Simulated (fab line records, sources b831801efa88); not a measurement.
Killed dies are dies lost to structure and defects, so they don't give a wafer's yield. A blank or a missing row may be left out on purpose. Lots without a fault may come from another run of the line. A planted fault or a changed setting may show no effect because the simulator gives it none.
Which tool did it? | flow sky130 | 14 lots, 42 wafers sampled, at 4 steps of a route of 708

WHAT THE GAUGES READ, wafer by wafer
SKY_FIELD_ISO_THK_MEAS_23.
lot  | measured    | on            | FIELD_ISO_OXIDATION_01_THK (nm)
L231 | day 2 12:40 | film_metro-02 | 9.87 9.95 9.89
L232 | day 2 19:28 | film_metro-01 | 10.45 10.69 10.71
L233 | day 2 22:38 | film_metro-03 | 10.52 10.49 10.52
L234 | day 3 08:41 | film_metro-03 | 10.10 10.32 10.22
L236 | day 3 15:54 | film_metro-02 | 10.26 10.06 10.15
L237 | day 3 19:57 | film_metro-03 | 10.39 10.32 10.35
L238 | day 4 02:12 | film_metro-01 | 10.04 10.08 9.94
L239 | day 4 10:38 | film_metro-03 | 10.16 10.18 10.39
L241 | day 4 17:10 | film_metro-01 | 10.29 10.17 10.33
L242 | day 4 23:04 | film_metro-01 | 9.95 10.07 9.84
L248 | day 6 09:22 | film_metro-01 | 10.26 10.23 10.20
L249 | day 6 16:18 | film_metro-03 | 9.93 10.03 9.93
L252 | day 7 05:56 | film_metro-03 | 10.43 10.34 10.44
L253 | day 7 10:08 | film_metro-01 | 10.32 10.42 10.50

SKY_VT_ADJUST_LVTN_OVL_MEAS_18.
lot  | measured     | on         | VT_ADJUST_LVTN_01_OVL (nm)
L231 | day 7 21:59  | overlay-01 | 0.2 -0.3 0.8
L232 | day 8 04:02  | overlay-01 | 3.7 4.1 3.9
L233 | day 8 07:45  | overlay-01 | 1.8 3.3 2.9
L234 | day 9 01:29  | overlay-01 | 0.1 1.7 1.1
L236 | day 9 07:17  | overlay-01 | 0.0 1.3 0.3
L237 | day 9 13:53  | overlay-02 | 0.2 2.3 0.5
L238 | day 9 22:52  | overlay-01 | 2.2 2.8 2.0
L239 | day 10 14:38 | overlay-01 | 2.4 4.6 2.7
L241 | day 10 18:50 | overlay-02 | 1.8 1.4 1.4
L242 | day 11 12:06 | overlay-02 | 1.1 1.7 1.3
L248 | day 13 01:44 | overlay-01 | -0.3 -2.3 -0.9
L249 | day 13 05:50 | overlay-02 | 1.6 1.3 1.0
L252 | day 14 04:23 | overlay-02 | 1.5 2.4 0.7
L253 | day 14 14:31 | overlay-01 | 0.7 1.4 1.7

SKY_LDD_N_OVL_MEAS_07.
lot  | measured     | on         | LDD_N_OVL (nm)
L231 | day 17 19:51 | overlay-01 | 1.5 3.3 2.5
L232 | day 18 06:50 | overlay-01 | -1.5 -0.9 -0.8
L233 | day 18 11:56 | overlay-02 | 2.5 -0.8 0.8
L234 | day 19 03:51 | overlay-02 | -0.8 -0.6 -1.1
L236 | day 19 20:30 | overlay-02 | 0.0 2.3 1.5
L237 | day 20 05:54 | overlay-02 | -1.4 -0.3 -0.8
L238 | day 20 14:31 | overlay-02 | -0.8 -0.7 0.2
L239 | day 21 14:53 | overlay-01 | -1.8 0.4 -0.7
L241 | day 21 21:27 | overlay-01 | -0.5 -1.7 -1.5
L242 | day 22 18:54 | overlay-02 | -0.1 0.0 0.5
L252 | day 25 21:32 | overlay-01 | 1.5 1.6 2.6
L253 | day 26 16:47 | overlay-01 | 0.5 -0.1 1.3

WHICH TOOL RAN EACH LOT (tool, then ch and the chambers of the sampled wafers, then the start)
lot  | SKY_SONOS_TUNNEL_EXPOSE_04
L231 | iline_stepper-02 ch 0, day 11 01:29
L232 | iline_stepper-01 ch 0, day 11 08:07
L233 | iline_stepper-02 ch 0, day 11 13:19
L234 | iline_stepper-02 ch 0, day 12 07:53
L236 | iline_stepper-02 ch 0, day 12 15:39
L237 | iline_stepper-01 ch 0, day 13 02:22
L238 | iline_stepper-02 ch 0, day 13 09:40
L239 | iline_stepper-02 ch 0, day 14 04:42
L241 | iline_stepper-02 ch 0, day 14 09:25
L242 | iline_stepper-01 ch 0, day 15 05:29
L248 | iline_stepper-02, day 17 00:40
L249 | iline_stepper-02, day 17 05:02
L252 | iline_stepper-01 ch 0, day 18 06:41
L253 | iline_stepper-01 ch 0, day 18 17:50
- SKY_SONOS_TUNNEL_EXPOSE_04: exposes mask TUNM, target cd 410 nm.

WHAT THE TOOLS THEMSELVES READ (means of the sampled wafers that have a number; where no wafer has one, the mark that the record gives instead)
SKY_SONOS_TUNNEL_EXPOSE_04.
lot  | tool             | exposure_dose_mJ_cm2 | focus_offset_nm (nm)
L231 | iline_stepper-02 | 135.95               | 0.2
L232 | iline_stepper-01 | 136.10               | -0.6
L233 | iline_stepper-02 | 135.93               | 0.5
L234 | iline_stepper-02 | 136.06               | 0.1
L236 | iline_stepper-02 | 135.97               | 0.3
L237 | iline_stepper-01 | 136.06               | -0.5
L238 | iline_stepper-02 | 136.06               | 0.8
L239 | iline_stepper-02 | 136.01               | 0.5
L241 | iline_stepper-02 | 135.99               | -0.3
L242 | iline_stepper-01 | 136.13               | -0.2
L248 | iline_stepper-02 | -                    | -
L249 | iline_stepper-02 | -                    | -
L252 | iline_stepper-01 | 136.04               | 0.2
L253 | iline_stepper-01 | 135.98               | 0.6

THE ANSWER, worked out from the rows above alone
Rule: what is usual is taken from the lots themselves. Put in order of their means at a reading, lots are off if they are a third of the lots or fewer, leave a main group of 4 or more, and stand apart from it by a gap of 3 or more times the standard deviation of the main group's means; of several such gaps the widest counts. A main group whose means are all the same, to the digits that the tables above print for the reading, isn't used. A lot without any number at a reading at which 4 lots or more have one is off too. The other lots that the step has rows for count as sound. The gauges are gone through in route order, then the tools' own readings, and for those a lot's mean is taken as printed above. The first step at which some lot is off is used, and at that step the reading that is off furthest; a lot without a number counts as furthest.
Off: L248, L249, at SKY_SONOS_TUNNEL_EXPOSE_04 (exposure_dose_mJ_cm2). Without a number there: L248, L249. The main group: mean 136.02, standard deviation 0.059.
A tool fits if, at that step or a process step before it, it ran every lot that is off, and no sound lot after the first of them. One fits: iline_stepper-02 at SKY_SONOS_TUNNEL_EXPOSE_04. Its last sound lot is L241 (day 14 09:25), its first lot that is off L248 (day 17 00:40): a fault that began between those two fits.
Blank at SKY_SONOS_TUNNEL_EXPOSE_04 on the lots that are off, where sound lots have numbers: exposure_dose_mJ_cm2, focus_offset_nm.

WHAT THE SIMULATOR HAD PUT IN
Skipped step whole: iline_stepper-02, from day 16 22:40 on, at SKY_SONOS_TUNNEL_EXPOSE_04. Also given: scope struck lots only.
Lots struck among those shown: L248, L249. The rule above found the same.
